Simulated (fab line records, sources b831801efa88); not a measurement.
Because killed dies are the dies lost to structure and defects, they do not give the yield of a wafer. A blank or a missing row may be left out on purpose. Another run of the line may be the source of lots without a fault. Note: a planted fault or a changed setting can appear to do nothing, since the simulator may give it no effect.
Chamber matching	flow sfq_line	SFQ_TRILAYER_I3_VIA_BARC_OPEN_VIA_ETCH_121 on rie_diel-04 has 4 sister chambers
The step etches BARC in O2, target depth 125 nm, time 41.7 s. 16 wafers are shown with their chamber, then 8 later ones without.

== WAFERS, EACH WITH ITS CHAMBER ==
wafer	chamber	drypump_motor_current_A (A)	oes_product_au (a.u.)
L081.1	0	6.2	0.687
L081.2	2	5.6	0.697
L081.3	1	6.0	0.682
L081.4	3	5.7	0.682
L081.5	0	6.2	0.687
L081.6	1	6.0	0.686
L085.1	3	5.7	0.684
L085.2	2	5.6	0.679
L085.3	1	6.0	0.680
L085.4	0	6.2	0.691
L085.5	3	5.7	0.688
L085.6	0	6.2	0.690
L086.1	0	6.2	0.689
L086.2	3	5.7	0.681
L086.3	1	6.1	0.682
L086.4	2	5.6	0.685

SIGNATURES, as means of the wafers listed above
reading	chamber 0	chamber 1	chamber 2	chamber 3	scatter within a chamber
drypump_motor_current_A	6.200	6.025	5.600	5.700	0.025
oes_product_au	0.68880	0.68250	0.68700	0.68375	0.00436
Rule: a wafer lies at a distance from a chamber equal to the root of the sum of squares, over the readings, of (its reading less the chamber's mean, divided by the reading's scatter). The wafer belongs to the nearest chamber; if the next one is less than 2 further off, it can't be placed. The scatter: take each reading less its chamber's mean, square it, sum over the shown wafers, divide by the number of wafers less the number of chambers, and take the root.

== WAFERS WITH NO CHAMBER GIVEN ==
wafer	drypump_motor_current_A (A)	oes_product_au (a.u.)
L086.5	6.0	0.683
L086.6	6.2	0.678
L087.1	6.2	0.684
L087.2	5.6	0.690
L087.3	5.7	0.685
L087.4	6.0	0.682
L087.5	5.6	0.685
L087.6	5.7	0.681

== THE CHAMBER EACH PASSED THROUGH ==
wafer	from the rows above	in truth
L086.5	1	1
L086.6	0	0
L087.1	0	0
L087.2	2	2
L087.3	3	3
L087.4	1	1
L087.5	2	2
L087.6	3	3
8 of 8 placed correctly. Not placeable from these rows: 0. Placed wrongly: 0.
